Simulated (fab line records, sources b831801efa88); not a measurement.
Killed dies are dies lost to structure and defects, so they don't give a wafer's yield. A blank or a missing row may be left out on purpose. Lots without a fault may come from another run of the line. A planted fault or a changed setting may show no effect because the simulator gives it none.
Chamber matching | flow sky130 | SKY_METAL3_ETCH_17 on rie_diel-01: 4 sister chambers
The step etches SiO2 in C4F8/O2/Ar, stops on TiN, time 3.9 s, target depth 15 nm. 8 wafers are shown with their chamber, then 12 later ones without.

WAFERS WITH THEIR CHAMBER
wafer  | chamber | oes_product_au (a.u.)
L082.1 | 2       | 0.750
L082.6 | 0       | 0.752
L085.2 | 0       | 0.754
L086.3 | 1       | 0.742
L086.5 | 2       | 0.750
L088.1 | 3       | 0.750
L088.3 | 1       | 0.739
L088.6 | 3       | 0.749

WAFERS WITHOUT THEIR CHAMBER
wafer  | oes_product_au (a.u.)
L091.2 | 0.742
L091.4 | 0.763
L091.6 | 0.752
L096.1 | 0.735
L096.3 | 0.751
L096.5 | 0.746
L097.1 | 0.741
L097.2 | 0.748
L097.3 | 0.746
L097.4 | 0.758
L097.5 | 0.752
L097.6 | 0.763

WHICH CHAMBER EACH WENT THROUGH
wafer  | from the rows above          | in truth
L091.2 | 1                            | 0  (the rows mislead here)
L091.4 | 0                            | 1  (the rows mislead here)
L091.6 | can't be placed: 0 or 2 or 3 | 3
L096.1 | 1                            | 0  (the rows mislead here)
L096.3 | can't be placed: 2 or 3 or 0 | 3
L096.5 | can't be placed: 3 or 2 or 1 | 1
L097.1 | 1                            | 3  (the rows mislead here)
L097.2 | can't be placed: 3 or 2      | 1
L097.3 | can't be placed: 3 or 2 or 1 | 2
L097.4 | 0                            | 0
L097.5 | can't be placed: 0 or 2 or 3 | 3
L097.6 | 0                            | 0
Placed correctly: 2 of 12. Can't be placed from these rows: 6 (the true chamber is among the candidates in 5). Placed wrongly: 4.
How it was worked out, from the rows above alone: a wafer's distance from a chamber is the root of the sum, over the readings, of the square of ((its reading less the chamber's mean) divided by the reading's scatter). The wafer belongs to the nearest chamber; if the next one is less than 2 further off, it can't be placed. A chamber's mean is the mean of its shown wafers. The scatter: the root of (the sum of the squares of (reading less its chamber's mean) over the shown wafers, divided by (wafers less chambers)).
